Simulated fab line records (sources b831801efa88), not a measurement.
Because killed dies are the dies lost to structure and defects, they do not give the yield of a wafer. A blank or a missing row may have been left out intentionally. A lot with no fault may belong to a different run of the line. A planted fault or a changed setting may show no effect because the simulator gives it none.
The tool behind it: which one? / flow sky130 / Sampling: 7 lots, 21 wafers, 3 of 708 route steps

WHAT THE GAUGES READ, wafer by wafer
SKY_CAPM_RS_MEAS_03: the measuring method here is four-point-probe.
lot=L305; measured=day 37 00:21; on=film-metro-03; CAPM_TIN_RS (ohm/sq)=- - -
lot=L315; measured=day 40 06:40; on=film-metro-04; CAPM_TIN_RS (ohm/sq)=6.95 6.79 6.88
lot=L317; measured=day 40 19:08; on=film-metro-03; CAPM_TIN_RS (ohm/sq)=6.86 6.95 6.79
lot=L319; measured=day 41 06:14; on=film-metro-04; CAPM_TIN_RS (ohm/sq)=6.90 6.78 6.88
lot=L322; measured=day 41 22:28; on=film-metro-04; CAPM_TIN_RS (ohm/sq)=6.94 6.98 6.78
lot=L324; measured=day 42 12:56; on=film-metro-01; CAPM_TIN_RS (ohm/sq)=6.87 6.95 7.05
lot=L326; measured=day 43 03:35; on=film-metro-01; CAPM_TIN_RS (ohm/sq)=6.84 6.89 6.73

EACH LOT AND THE TOOL THAT RAN IT (in order: tool; ch and the chambers of the sampled wafers; start)
lot=L305; SKY_VIA2_CVD_21=cvd-w-01 ch 0,1, day 36 23:23; SKY_CAPM_SPUTTER_02=pvd-sputter-04, day 37 00:14
lot=L315; SKY_VIA2_CVD_21=cvd-w-01 ch 0,1, day 40 05:41; SKY_CAPM_SPUTTER_02=pvd-sputter-03, day 40 06:32
lot=L317; SKY_VIA2_CVD_21=cvd-w-02 ch 0,1, day 40 18:11; SKY_CAPM_SPUTTER_02=pvd-sputter-03, day 40 19:02
lot=L319; SKY_VIA2_CVD_21=cvd-w-02 ch 0,1, day 41 05:16; SKY_CAPM_SPUTTER_02=pvd-sputter-04, day 41 06:04
lot=L322; SKY_VIA2_CVD_21=cvd-w-01 ch 0,1, day 41 21:30; SKY_CAPM_SPUTTER_02=pvd-sputter-04, day 41 22:21
lot=L324; SKY_VIA2_CVD_21=cvd-w-02 ch 0,1, day 42 11:57; SKY_CAPM_SPUTTER_02=pvd-sputter-03, day 42 12:48
lot=L326; SKY_VIA2_CVD_21=cvd-w-02 ch 0,1, day 43 02:36; SKY_CAPM_SPUTTER_02=pvd-sputter-03, day 43 03:27
- SKY_VIA2_CVD_21: deposits W, target thk 420 nm, time 126.4 s.
- SKY_CAPM_SPUTTER_02: material TiN, target thk 200 nm, time 166.7 s.

THE ANSWER, worked out from the rows above alone
Rule: usual is defined by the lots themselves. Put in order of their means at a reading, lots are off if they are a third of the lots or fewer, leave a main group of 4 or more, and stand apart from it by a gap of 3 or more times the standard deviation of the main group's means; of several such gaps the widest counts. The tables above print the reading to a certain number of digits; a main group whose means all agree to those digits is not used. Also off: a lot with no number at a reading for which 4 or more lots have one. Any other lot the step has rows for is counted as sound.
Off: at SKY_CAPM_RS_MEAS_03 (CAPM_TIN_RS), L305. Without a number there: L305. The main group: mean 6.88 ohm/sq, standard deviation 0.042.
A tool fits if, at a process step before that reading, it ran every lot that is off, and no sound lot after the first of them. Gauges at SKY_CAPM_RS_MEAS_03: tried the same way as those tools. None of those tried fits.

WHAT THE SIMULATOR PUT IN
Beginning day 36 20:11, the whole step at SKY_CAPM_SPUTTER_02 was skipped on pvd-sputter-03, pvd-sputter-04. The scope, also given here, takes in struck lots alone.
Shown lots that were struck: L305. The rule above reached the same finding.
